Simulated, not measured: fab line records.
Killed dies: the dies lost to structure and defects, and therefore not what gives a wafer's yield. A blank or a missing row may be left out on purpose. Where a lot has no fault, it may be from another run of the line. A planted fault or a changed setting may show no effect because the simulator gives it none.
Which tool did it? -- flow sky130 -- 12 lots with 36 wafers sampled at 4 steps, on a route of 708 steps

WHAT EACH GAUGE READ, for each wafer
Not one reading of a measure or inspect step in the record can be checked against a usual standard deviation.

TOOL THAT RAN EACH LOT (tool first, then ch and the chambers of the sampled wafers, then the start)
lot,SKY_VIA1_CMP_24,SKY_METAL3_SPUTTER_02,SKY_METAL3_SPUTTER_03,SKY_METAL3_SPUTTER_04
L979,"cmp-01 ch 1,2,3, day 34 13:26","pvd sputter-03, day 36 21:26","pvd sputter-03, day 36 21:29","pvd sputter-03, day 36 21:30"
L981,"cmp-01 ch 0,1,3, day 34 19:47","pvd sputter-03, day 37 03:32","pvd sputter-03, day 37 03:35","pvd sputter-03, day 37 03:36"
L982,"cmp-01 ch 1,2,3, day 34 22:09","pvd sputter-01, day 37 05:56","pvd sputter-01, day 37 05:59","pvd sputter-01, day 37 06:00"
L986,"cmp-01 ch 0,2, day 36 05:39","pvd sputter-01, day 38 12:35","pvd sputter-01, day 38 12:37","pvd sputter-01, day 38 12:38"
L988,"cmp-02 ch 0,1,3, day 37 00:28","pvd sputter-02, day 39 06:06","pvd sputter-02, day 39 06:08","pvd sputter-02, day 39 06:10"
L992,"cmp-01 ch 0,1,2, day 38 09:25","pvd sputter-03, day 40 14:17","pvd sputter-03, day 40 14:19","pvd sputter-03, day 40 14:20"
L996,"cmp-01 ch 0,1,3, day 39 06:58","pvd sputter-02, day 41 11:11","pvd sputter-02, day 41 11:13","pvd sputter-02, day 41 11:14"
L997,"cmp-01 ch 0,1,3, day 39 20:22","pvd sputter-02, day 41 23:44","pvd sputter-02, day 41 23:47","pvd sputter-02, day 41 23:48"
L998,"cmp-02 ch 1,2, day 40 04:50","pvd sputter-01, day 42 08:01","pvd sputter-01, day 42 08:03","pvd sputter-01, day 42 08:04"
L999,"cmp-02 ch 0,1,2, day 40 05:44","pvd sputter-01, day 42 09:15","pvd sputter-01, day 42 09:17","pvd sputter-01, day 42 09:18"
L100,"cmp-01 ch 1,2,3, day 40 13:05","pvd sputter-01, day 42 16:14","pvd sputter-01, day 42 16:16","pvd sputter-01, day 42 16:17"
L102,"cmp-01 ch 0,2,3, day 41 02:12","pvd sputter-01, day 43 04:45","pvd sputter-01, day 43 04:47","pvd sputter-01, day 43 04:48"
- SKY_VIA1_CMP_24: polishes, stops on SiO2, t overpolish 15 s, target thk 0 nm.
- SKY_METAL3_SPUTTER_02: material AlCu, target thk 735 nm, time 39.1 s.
- SKY_METAL3_SPUTTER_03: material Ti, target thk 5 nm, time 3.3 s.
- SKY_METAL3_SPUTTER_04: material TiN, target thk 70 nm, time 58.3 s.

AS READ BY THE TOOLS THEMSELVES (means over the sampled wafers that have a number; for cases with no such wafer, the mark the record gives instead)
SKY_VIA1_CMP_24. Usual: motor current A 10.7 A, standard deviation 1; overpolish run s 14.999 s, standard deviation 0.009; time to endpoint s 65 s, standard deviation 3.1.
lot,tool,motor current A (A),overpolish run s (s),time to endpoint s (s),flag
L979,cmp-01,11.4,14.999,66,
L981,cmp-01,11.2,14.995,66,
L982,cmp-01,11.5,14.999,65,
L986,cmp-01,10.1,15.000,67,
L988,cmp-02,10.4,15.001,62,
L992,cmp-01,10.6,15.000,70,
L996,cmp-01,11.2,15.014,65,
L997,cmp-01,11.1,15.001,68,
L998,cmp-02,11.6,14.996,61,
L999,cmp-02,10.1,14.995,62,
L100,cmp-01,11.4,15.001,65,
L102,cmp-01,10.5,14.994,62,

SKY_METAL3_SPUTTER_02. Usual: chamber pressure pa 0.4000 Pa, standard deviation 0.00084; throttle valve pct 30.1 %, standard deviation 1.1.
lot,tool,chamber pressure pa (Pa),throttle valve pct (%),flag
L979,pvd sputter-03,0.3994,30.3,
L981,pvd sputter-03,0.4010,29.8,
L982,pvd sputter-01,0.4001,31.3,
L986,pvd sputter-01,0.3989,30.7,
L988,pvd sputter-02,0.3994,28.8,
L992,pvd sputter-03,0.4003,29.7,
L996,pvd sputter-02,0.4007,28.7,
L997,pvd sputter-02,0.4009,29.7,
L998,pvd sputter-01,0.3998,31.2,
L999,pvd sputter-01,0.4004,31.0,
L100,pvd sputter-01,0.4000,30.6,
L102,pvd sputter-01,0.4001,31.0,

SKY_METAL3_SPUTTER_03. Usual: chamber pressure pa 0.4000 Pa, standard deviation 0.00074; throttle valve pct 30.1 %, standard deviation 1.1.
lot,tool,chamber pressure pa (Pa),throttle valve pct (%),flag
L979,pvd sputter-03,0.4002,30.3,
L981,pvd sputter-03,0.4004,29.9,
L982,pvd sputter-01,0.3998,31.3,
L986,pvd sputter-01,0.3995,30.9,
L988,pvd sputter-02,0.4002,28.8,
L992,pvd sputter-03,0.3997,29.8,
L996,pvd sputter-02,0.3992,28.8,
L997,pvd sputter-02,0.4001,29.7,
L998,pvd sputter-01,0.4006,31.1,
L999,pvd sputter-01,0.3997,30.9,
L100,pvd sputter-01,0.4004,30.7,
L102,pvd sputter-01,0.4004,31.1,

SKY_METAL3_SPUTTER_04. Usual: chamber pressure pa 0.4000 Pa, standard deviation 0.00074; throttle valve pct 30.1 %, standard deviation 1.1.
lot,tool,chamber pressure pa (Pa),throttle valve pct (%),flag
L979,pvd sputter-03,0.3994,30.3,
L981,pvd sputter-03,0.4003,30.0,
L982,pvd sputter-01,0.4002,31.3,
L986,pvd sputter-01,0.3999,30.8,
L988,pvd sputter-02,0.4006,28.9,
L992,pvd sputter-03,0.4636,27.7,OFF
L996,pvd sputter-02,0.4001,28.6,
L997,pvd sputter-02,0.4003,29.8,
L998,pvd sputter-01,0.4004,31.0,
L999,pvd sputter-01,0.4001,31.1,
L100,pvd sputter-01,0.3996,30.8,
L102,pvd sputter-01,0.4012,31.0,

THE ANSWER, worked out from the rows above alone
Rule: a lot counts as off when the mean over its wafers that have a number is more than 3 standard deviations away from the usual mean. Also off: a lot with no number at a reading for which 4 or more lots have one. The other lots that the step has rows for count as sound. Order of review: gauges by route order, followed by the tools' own readings, for which a lot's mean as printed above is used. At the first step where some lot is off, the reading lying furthest off is the one used; lots without a number count as furthest.
Off at SKY_METAL3_SPUTTER_04 (chamber pressure pa): L992.
A tool fits if, at that step or a process step before it, it ran every lot that is off, and no sound lot after the first of them. One fits: pvd sputter-03 at SKY_METAL3_SPUTTER_02 and SKY_METAL3_SPUTTER_03 and SKY_METAL3_SPUTTER_04. At SKY_METAL3_SPUTTER_02 its last sound lot is L981 (day 37 03:32), its first lot that is off L992 (day 40 14:17): a fault that began between those two fits.

WHAT WAS PUT IN BY THE SIMULATOR
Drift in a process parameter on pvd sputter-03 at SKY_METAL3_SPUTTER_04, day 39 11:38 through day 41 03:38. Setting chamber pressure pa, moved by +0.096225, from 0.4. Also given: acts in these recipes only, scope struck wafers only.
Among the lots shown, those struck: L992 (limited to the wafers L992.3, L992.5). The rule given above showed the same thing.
